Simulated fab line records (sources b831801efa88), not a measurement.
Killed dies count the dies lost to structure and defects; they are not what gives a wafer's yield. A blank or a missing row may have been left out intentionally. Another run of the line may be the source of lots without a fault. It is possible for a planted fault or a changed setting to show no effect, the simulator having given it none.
fab line records + flow gf180mcu
record
- lots=6
- wafers=18
- last-day=33
route steps=602 shown HV_LDD@220 NSD@235
lots untouched by any fault: they come from a run of this same line in which no faults occurred
start-h: the number of hours between the record's first day and the start of the first shown wafer of the lot + wait-h: hours elapsed since this lot's preceding step + " repeats the value in the row above + L1.1+2: one row covering several wafers at once + - no value, or no start was given + * or withheld: withheld + < > ~ a bound
route shown NAME@n: a module of which the file shows steps, and the number in the route of the first + usual: mean/standard deviation taken from wafers without a fault + same: alike in all rows + chamber/n: place in a boat + sites: per-site readings + _std_site: the standard deviation of these + _edge_site: the outer-site mean with the inner-site mean subtracted + radius-mm: how far each site lies from the wafer's centre + mask NAME#n: copy n + behind: tool/chamber where the wafer was last shaped + hold: reason for holding the lot/hours on hold/outcome of the hold + device: which transistor (n, p or np) failed to switch + end of line: tests of these same wafers at the route's end + a step given without rows: its recipe and nothing more + killed: dies that structure and defects cost at the first sort, which is not the same as the wafer's yield + map: dies across one wafer; x = killed, . = not, _ = none there
set.NAME: the setting as run; set.NAME@STEP: as run at that earlier step + model.NAME: the simulator's own value behind a step, which no gauge read
lots at selected steps of the route; one table per step, one row per wafer
services: the hour from which a tool's chamber was out of use, counted from the record's first day as start-h (under 0 if before that day), plus the number of hours and why
## steps
# step GF_HV_LDD_PEB_44
# recipe
- temp-c=withheld
- time-s=*
- resist=NOVOLAK
# step GF_HV_LDD_DEVELOP_45
# recipe
- develop-time-s=61.27
- dev-temp-c=23
# step GF_HV_LDD_CD_MEAS_46
# recipe
- target-cd-nm=400
# usual
- cd-nm=401.8/2.4
| lot.wafer | tool      | chamber | start-h | wait-h | cd-nm |
|-----------|-----------|---------|---------|--------|-------|
| L600.2    | cd-sem-02 | -       | 312.46  | 0.1    | 400.1 |
| L600.3    | "         | -       | "       | "      | 396.2 |
| L600.4    | "         | -       | "       | "      | 398.6 |
| L602.2    | cd-sem-02 | -       | 317.95  | 0.1    | 402.6 |
| L602.3    | "         | -       | "       | "      | 402.5 |
| L602.5    | "         | -       | "       | "      | 402.9 |
| L603.1    | cd-sem-02 | -       | 327.33  | 0.1    | 401.7 |
| L603.2    | "         | -       | "       | "      | 401.6 |
| L603.4    | "         | -       | "       | "      | 398.5 |
| L604.3    | cd-sem-01 | -       | 336.72  | 0.1    | 401.6 |
| L604.4    | "         | -       | "       | "      | 403.3 |
| L604.5    | "         | -       | "       | "      | 401.4 |
| L608.1    | cd-sem-02 | -       | 363.53  | 0.1    | 404.0 |
| L608.4    | "         | -       | "       | "      | 404.1 |
| L608.6    | "         | -       | "       | "      | 405.0 |
| L613.1    | cd-sem-01 | -       | 406.38  | 0.1    | 401.7 |
| L613.2    | "         | -       | "       | "      | 401.5 |
| L613.3    | "         | -       | "       | "      | 402.0 |
# step GF_HV_LDD_OVL_MEAS_47
# usual
- HV_LDD_03_OVL=-0.2/1.3
| lot.wafer | tool       | chamber | start-h | wait-h | HV_LDD_03_OVL[nm] |
|-----------|------------|---------|---------|--------|-------------------|
| L600.2    | overlay-02 | -       | 312.56  | 0.1    | -1.0              |
| L600.3    | "          | -       | "       | "      | -0.5              |
| L600.4    | "          | -       | "       | "      | -0.5              |
| L602.2    | overlay-01 | -       | 318.06  | 0.1    | -1.6              |
| L602.3    | "          | -       | "       | "      | -1.5              |
| L602.5    | "          | -       | "       | "      | -0.7              |
| L603.1    | overlay-01 | -       | 327.45  | 0.1    | -2.4              |
| L603.2    | "          | -       | "       | "      | -1.2              |
| L603.4    | "          | -       | "       | "      | -1.3              |
| L604.3    | overlay-01 | -       | 336.81  | 0.1    | -1.3              |
| L604.4    | "          | -       | "       | "      | -2.0              |
| L604.5    | "          | -       | "       | "      | 0.1               |
| L608.1    | overlay-02 | -       | 363.65  | 0.1    | 1.3               |
| L608.4    | "          | -       | "       | "      | -0.6              |
| L608.6    | "          | -       | "       | "      | -1.0              |
| L613.1    | overlay-01 | -       | 406.50  | 0.1    | -1.3              |
| L613.2    | "          | -       | "       | "      | -0.2              |
| L613.3    | "          | -       | "       | "      | 0.6               |
# step GF_HV_LDD_IMPLANT_48
# recipe
- species=B
- energy-kev=25
- dose-cm2=3e+13
- tilt-deg=7
# step GF_HV_LDD_STRIP_49
# recipe
- chemistry=O2/N2
- power-w=1400
- pressure-mtorr=1500
- platen-temp-c=250
- o2-flow-sccm=3000
- n2-flow-sccm=300
- overash-fraction=0.5
# usual
- drypump-motor-current-A=5.47/0.21
- heater-power-w=341/25
- o2-flow-sccm=3000/9.7
- oes-product-au=0.716/0.0044
- strip-time-to-endpoint-s=12.66/0.035
| lot.wafer | tool            | chamber | start-h | wait-h | drypump-motor-current-A | heater-power-w | o2-flow-sccm | oes-product-au | rf-hours-counter-h | strip-time-to-endpoint-s |
|-----------|-----------------|---------|---------|--------|-------------------------|----------------|--------------|----------------|--------------------|--------------------------|
| L600.2    | plasma-asher-01 | 0       | 312.74  | 0.1    | 5.78                    | 369            | 2994         | 0.715          | 69                 | 12.69                    |
| L600.3    | "               | 0       | "       | "      | 5.79                    | 371            | 3019         | 0.711          | -                  | 12.72                    |
| L600.4    | "               | 1       | "       | "      | 5.41                    | 329            | 2979         | 0.715          | -                  | 12.67                    |
| L602.2    | plasma-asher-01 | 1       | 318.24  | 0.1    | 5.39                    | 328            | 3001         | 0.712          | 69                 | 12.63                    |
| L602.3    | "               | 1       | "       | "      | 5.39                    | 335            | 3006         | 0.717          | -                  | 12.65                    |
| L602.5    | "               | 0       | "       | "      | 5.79                    | 373            | 2994         | 0.713          | -                  | 12.62                    |
| L603.1    | plasma-asher-02 | 1       | 327.64  | 0.1    | 5.42                    | 351            | 2987         | 0.717          | 21                 | 12.63                    |
| L603.2    | "               | 0       | "       | "      | 5.17                    | 323            | 3003         | 0.714          | 21                 | 12.65                    |
| L603.4    | "               | 1       | "       | "      | 5.41                    | 364            | 2972         | 0.716          | -                  | 12.61                    |
| L604.3    | plasma-asher-04 | 0       | 337.02  | 0.1    | 5.76                    | 362            | 3012         | 0.719          | -                  | 12.69                    |
| L604.4    | "               | 1       | "       | "      | 5.40                    | 304            | 2996         | 0.712          | -                  | 12.68                    |
| L604.5    | "               | 1       | "       | "      | 5.41                    | 302            | 2992         | 0.720          | -                  | 12.69                    |
| L608.1    | plasma-asher-02 | 0       | 363.84  | 0.1    | 5.20                    | 324            | 2993         | 0.720          | 24                 | 12.70                    |
| L608.4    | "               | 1       | "       | "      | 5.42                    | 364            | 2994         | 0.716          | -                  | 12.63                    |
| L608.6    | "               | 0       | "       | "      | 5.21                    | 332            | 2983         | 0.709          | -                  | 12.70                    |
| L613.1    | plasma-asher-02 | 1       | 406.69  | 0.1    | 5.44                    | 356            | 3011         | 0.713          | 27                 | 12.63                    |
| L613.2    | "               | 0       | "       | "      | 5.16                    | 329            | 3022         | 0.720          | 27                 | 12.63                    |
| L613.3    | "               | 1       | "       | "      | 5.43                    | 353            | 3010         | 0.716          | -                  | 12.63                    |
# step GF_HV_LDD_TW_MEAS_50
# usual
- HV_LDD_4_TW=564.9/2.7
| lot.wafer | tool          | chamber | start-h | wait-h | HV_LDD_4_TW |
|-----------|---------------|---------|---------|--------|-------------|
| L600.2    | film-metro-04 | -       | 312.85  | 0.1    | 565.8       |
| L600.3    | "             | -       | "       | "      | 567.6       |
| L600.4    | "             | -       | "       | "      | 570.0       |
| L602.2    | film-metro-01 | -       | 318.35  | 0.1    | 566.6       |
| L602.3    | "             | -       | "       | "      | 565.8       |
| L602.5    | "             | -       | "       | "      | 563.6       |
| L603.1    | film-metro-01 | -       | 327.74  | 0.1    | 565.8       |
| L603.2    | "             | -       | "       | "      | 565.5       |
| L603.4    | "             | -       | "       | "      | 562.8       |
| L604.3    | film-metro-04 | -       | 337.11  | 0.1    | 568.7       |
| L604.4    | "             | -       | "       | "      | 564.5       |
| L604.5    | "             | -       | "       | "      | 567.0       |
| L608.1    | film-metro-04 | -       | 363.94  | 0.1    | 566.9       |
| L608.4    | "             | -       | "       | "      | 569.5       |
| L608.6    | "             | -       | "       | "      | 568.3       |
| L613.1    | film-metro-01 | -       | 406.79  | 0.1    | 562.7       |
| L613.2    | "             | -       | "       | "      | 564.9       |
| L613.3    | "             | -       | "       | "      | 565.0       |
# step GF_HV_LDD_CLEAN_51
# recipe
- chemistry=SC1/SC2
- mix=1:4:20
- temp-c=70
- time-s=150
- dry=n2-spin
# step GF_HV_LDD_RTA_52
# recipe
- temp-c=1000
- time-s=10
- ambient=N2
# usual
- lamp-power-pct=33.1/0.52
- wafer_temp_C_max=1004.7/1
| lot.wafer | tool          | chamber | start-h | wait-h | lamp-power-pct | wafer_temp_C_max |
|-----------|---------------|---------|---------|--------|----------------|------------------|
| L600.2    | rtp-anneal-01 | 0       | 312.96  | 0.0    | 32.6           | 1005.1           |
| L600.3    | "             | 0       | "       | "      | 32.6           | 1004.2           |
| L600.4    | "             | 0       | "       | "      | 32.6           | 1003.1           |
| L602.2    | rtp-anneal-02 | 0       | 318.46  | 0.0    | 33.6           | 1004.8           |
| L602.3    | "             | 0       | "       | "      | 33.7           | 1003.6           |
| L602.5    | "             | 0       | "       | "      | 33.7           | 1002.7           |
| L603.1    | rtp-anneal-01 | 0       | 327.85  | 0.0    | 32.6           | 1003.4           |
| L603.2    | "             | 0       | "       | "      | 32.7           | 1005.0           |
| L603.4    | "             | 0       | "       | "      | 32.6           | 1004.2           |
| L604.3    | rtp-anneal-02 | 0       | 337.22  | 0.0    | 33.6           | 1004.5           |
| L604.4    | "             | 0       | "       | "      | 33.6           | 1003.8           |
| L604.5    | "             | 0       | "       | "      | 33.7           | 1005.4           |
| L608.1    | rtp-anneal-02 | 0       | 364.06  | 0.0    | 33.7           | 1003.7           |
| L608.4    | "             | 0       | "       | "      | 33.7           | 1003.3           |
| L608.6    | "             | 0       | "       | "      | 33.7           | 1003.5           |
| L613.1    | rtp-anneal-02 | 0       | 406.95  | 0.0    | 33.7           | 1005.7           |
| L613.2    | "             | 0       | "       | "      | 33.7           | 1004.0           |
| L613.3    | "             | 0       | "       | "      | 33.7           | 1003.3           |
# step GF_HV_LDD_CVD_54
# recipe
- material=SiO2
- target-thk-nm=10
- precursor=TEOS
- temp-c=680
- time-s=75
- pressure-mtorr=400
# step GF_HV_LDD_THK_MEAS_55
# recipe
- reads=SiO2_of_HV_LDD_CVD_54
# usual
- HV_LDD_CVD_54_THK=10.01/0.15
| lot.wafer | tool          | chamber | start-h | wait-h | HV_LDD_CVD_54_THK[nm] |
|-----------|---------------|---------|---------|--------|-----------------------|
| L600.2    | film-metro-02 | -       | 314.17  | 0.0    | 10.12                 |
| L600.3    | "             | -       | "       | "      | 10.03                 |
| L600.4    | "             | -       | "       | "      | 10.18                 |
| L602.2    | film-metro-01 | -       | 319.67  | 0.0    | 9.99                  |
| L602.3    | "             | -       | "       | "      | 10.09                 |
| L602.5    | "             | -       | "       | "      | 9.96                  |
| L603.1    | film-metro-04 | -       | 329.05  | 0.0    | 10.07                 |
| L603.2    | "             | -       | "       | "      | 10.11                 |
| L603.4    | "             | -       | "       | "      | 10.15                 |
| L604.3    | film-metro-01 | -       | 339.00  | 0.0    | 9.91                  |
| L604.4    | "             | -       | "       | "      | 9.96                  |
| L604.5    | "             | -       | "       | "      | 10.03                 |
| L608.1    | film-metro-02 | -       | 365.77  | 0.0    | 10.02                 |
| L608.4    | "             | -       | "       | "      | 9.99                  |
| L608.6    | "             | -       | "       | "      | 9.93                  |
| L613.1    | film-metro-02 | -       | 408.16  | 0.0    | 10.28                 |
| L613.2    | "             | -       | "       | "      | 10.19                 |
| L613.3    | "             | -       | "       | "      | 10.19                 |
# step GF_HV_LDD_CVD_56
# recipe
- material=Si3N4
- precursor=DCS/NH3
- target-thk-nm=90
- temp-c=770
- time-s=1543
- pressure-mtorr=250
# usual
- pressure-mtorr=249.9/0.48
- susceptor-temp-C=769.9/0.32
| lot.wafer | tool     | chamber | start-h | wait-h | pressure-mtorr | susceptor-temp-C | model.Si3N4_of_HV_LDD_CVD_56.thk-nm |
|-----------|----------|---------|---------|--------|----------------|------------------|-------------------------------------|
| L600.2    | lpcvd-01 | 1       | 314.22  | 0.0    | 250.1          | 770.3            | 89.08                               |
| L600.3    | "        | 1       | "       | "      | 250.2          | 770.3            | 88.84                               |
| L600.4    | "        | 1       | "       | "      | 250.1          | 769.5            | 89.87                               |
| L602.2    | lpcvd-02 | 1       | 319.72  | 0.0    | 250.5          | 770.1            | 89.34                               |
| L602.3    | "        | 1       | "       | "      | 249.7          | 770.4            | 89.16                               |
| L602.5    | "        | 1       | "       | "      | 249.9          | 770.1            | 88.74                               |
| L603.1    | lpcvd-02 | 1       | 329.11  | 0.1    | 249.7          | 771.9            | 90.23                               |
| L603.2    | "        | 1       | "       | "      | 249.4          | 771.4            | 91.65                               |
| L603.4    | "        | 1       | "       | "      | 249.8          | 771.4            | 91.73                               |
| L604.3    | lpcvd-02 | 0       | 339.04  | 0.0    | 249.2          | 771.1            | 92.98                               |
| L604.4    | "        | 0       | "       | "      | 249.8          | 770.9            | 92.55                               |
| L604.5    | "        | 0       | "       | "      | 250.3          | 771.2            | 92.55                               |
| L608.1    | lpcvd-01 | 0       | 365.83  | 0.1    | 250.1          | 769.8            | 90.06                               |
| L608.4    | "        | 0       | "       | "      | 250.0          | 769.9            | 90.14                               |
| L608.6    | "        | 0       | "       | "      | 249.6          | 770.2            | 89.81                               |
| L613.1    | lpcvd-02 | 0       | 408.22  | 0.1    | 249.9          | 770.0            | 90.51                               |
| L613.2    | "        | 0       | "       | "      | 248.9          | 769.6            | 91.09                               |
| L613.3    | "        | 0       | "       | "      | 250.0          | 769.7            | 91.8                                |
# step GF_HV_LDD_THK_MEAS_57
# recipe
- reads=Si3N4_of_HV_LDD_CVD_56
# usual
- HV_LDD_CVD_56_THK=90.0/0.79
| lot.wafer | tool          | chamber | start-h | wait-h | HV_LDD_CVD_56_THK[nm] |
|-----------|---------------|---------|---------|--------|-----------------------|
| L600.2    | film-metro-01 | -       | 315.66  | 0.0    | 89.1                  |
| L600.3    | "             | -       | "       | "      | 88.9                  |
| L600.4    | "             | -       | "       | "      | 89.9                  |
| L602.2    | film-metro-01 | -       | 321.16  | 0.0    | 89.3                  |
| L602.3    | "             | -       | "       | "      | 89.2                  |
| L602.5    | "             | -       | "       | "      | 88.7                  |
| L603.1    | film-metro-01 | -       | 330.54  | 0.0    | 90.3                  |
| L603.2    | "             | -       | "       | "      | 91.6                  |
| L603.4    | "             | -       | "       | "      | 91.7                  |
| L604.3    | film-metro-01 | -       | 340.49  | 0.0    | 93.0                  |
| L604.4    | "             | -       | "       | "      | 92.6                  |
| L604.5    | "             | -       | "       | "      | 92.6                  |
| L608.1    | film-metro-02 | -       | 367.26  | 0.0    | 90.1                  |
| L608.4    | "             | -       | "       | "      | 90.1                  |
| L608.6    | "             | -       | "       | "      | 89.8                  |
| L613.1    | film-metro-04 | -       | 409.65  | 0.0    | 90.5                  |
| L613.2    | "             | -       | "       | "      | 91.1                  |
| L613.3    | "             | -       | "       | "      | 91.6                  |
# step GF_HV_LDD_ETCHBACK_58
# recipe
- chemistry=CH3F/O2
- target=Si3N4
- stop-on=SiO2
- source-w=400
- bias-w=80
- pressure-mtorr=25
- ch3f-flow-sccm=40
- O2_flow_sccm=30
- time-s=100
- target-depth-a=900
# usual
- drypump-motor-current-A=5.6/0.43
- oes-product-au=0.843/0.0067
- throttle-valve-pct=10.562/0.0092
| lot.wafer | tool        | chamber | start-h | wait-h | drypump-motor-current-A | oes-product-au | rf-hours-counter-h | throttle-valve-pct | model.etch.depth-nm |
|-----------|-------------|---------|---------|--------|-------------------------|----------------|--------------------|--------------------|---------------------|
| L600.2    | rie-diel-04 | 2       | 315.71  | 0.0    | 5.1                     | 0.844          | 13                 | 10.563             | 89.08               |
| L600.3    | "           | 0       | "       | "      | 5.9                     | 0.835          | 3                  | 10.575             | 88.84               |
| L600.4    | "           | 3       | "       | "      | 5.2                     | 0.842          | 3                  | 10.563             | 89.87               |
| L602.2    | rie-diel-03 | 0       | 321.21  | 0.0    | 5.9                     | 0.838          | 118                | 10.559             | 89.34               |
| L602.3    | "           | 2       | "       | "      | 5.2                     | 0.831          | 6                  | 10.560             | 89.16               |
| L602.5    | "           | 1       | "       | "      | 6.4                     | 0.830          | -                  | 10.557             | 88.74               |
| L603.1    | rie-diel-04 | 0       | 330.60  | 0.1    | 5.9                     | 0.843          | 4                  | 10.566             | 90.23               |
| L603.2    | "           | 3       | "       | "      | 5.3                     | 0.863          | 3                  | 10.572             | 91.65               |
| L603.4    | "           | 2       | "       | "      | 5.1                     | 0.855          | 14                 | 10.560             | 91.73               |
| L604.3    | rie-diel-04 | 3       | 340.53  | 0.0    | 5.3                     | 0.859          | 4                  | 10.563             | 92.98               |
| L604.4    | "           | 3       | "       | "      | 5.3                     | 0.852          | -                  | 10.575             | 92.55               |
| L604.5    | "           | 2       | "       | "      | 5.2                     | 0.857          | -                  | 10.558             | 92.55               |
| L608.1    | rie-diel-01 | 3       | 367.32  | 0.1    | 5.2                     | 0.838          | 45                 | 10.563             | 90.06               |
| L608.4    | "           | 2       | "       | "      | 5.6                     | 0.841          | 5                  | 10.551             | 90.14               |
| L608.6    | "           | 0       | "       | "      | 6.0                     | 0.847          | -                  | 10.559             | 89.81               |
| L613.1    | rie-diel-01 | 0       | 409.71  | 0.1    | 6.0                     | 0.854          | 2                  | 10.557             | 90.51               |
| L613.2    | "           | 1       | "       | "      | 4.9                     | 0.851          | 104                | 10.559             | 91.09               |
| L613.3    | "           | 1       | "       | "      | 4.9                     | 0.854          | -                  | 10.562             | 91.8                |
# step GF_NSD_DEHYDRATE_00
# recipe
- temp-c=200
- time-s=60
## services
| tool            | chamber | start-h | hours | kind           |
|-----------------|---------|---------|-------|----------------|
| plasma-asher-02 | -       | 300.93  | 0.8   | repair         |
| rie-diel-01     | 0       | 312.72  | -     | clean          |
| rie-diel-01     | 0       | 312.72  | 30.1  | scheduled-down |
| rie-diel-01     | 0       | 312.72  | 30.1  | vent-cycle     |
| rie-diel-04     | 0       | 339.03  | 7.4   | repair         |
| rie-diel-03     | 3       | 340.36  | 35.3  | repair         |
| plasma-asher-02 | -       | 340.67  | 1.4   | repair         |
| rie-diel-03     | 1       | 372.14  | 9.9   | repair         |
| lpcvd-02        | -       | 373.97  | 0.3   | repair         |
| plasma-asher-02 | -       | 379.15  | 14.6  | pm             |
| rie-diel-01     | 3       | 380.13  | 89.8  | repair         |
| rie-diel-03     | 0       | 382.09  | -     | clean          |
| rie-diel-03     | 0       | 382.09  | 16.8  | scheduled-down |
| rie-diel-03     | 0       | 382.09  | 16.8  | vent-cycle     |
| rie-diel-01     | 2       | 403.30  | 17.7  | repair         |
## key
first-sign
- step=GF_HV_LDD_CVD_56
- reading=susceptor-temp-C
- direction=up
- sigmas=4.4
- usual=*
- struck=*
effect
- step=GF_HV_LDD_THK_MEAS_57
- reading=HV_LDD_CVD_56_THK
- direction=up
- sigmas=2.5
- usual=90.0
- struck=91.9
model-effect
- step=GF_HV_LDD_CVD_56
- value=Si3N4_of_HV_LDD_CVD_56.thk-nm
- without=89.38
- struck=91.95
model-effect
- step=GF_HV_LDD_ETCHBACK_58
- value=etch.depth-nm
- without=89.38
- struck=91.95
met-at GF_HV_LDD_CVD_56
struck-wafers L603.1,L603.2,L603.4,L604.3,L604.4,L604.5
tester-left-out L603,L604
onset-between 319.72 329.11
fault
- kind=process-parameter-drift
- tool=lpcvd-02
- chamber=-
- onset-h=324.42
- steps=GF_HV_LDD_CVD_56
- channel=temp-c
- offset=*
- shape=step
- end-h=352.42
- acts-in=*
- stated=*
# tester-left-out: of these lots the tester's yield and bins aren't shown, on N5 and GAA mostly nor the transistor test; their killed dies are dies lost to structure and defects alone, not to doping, threshold or leakage, so they don't give the yield
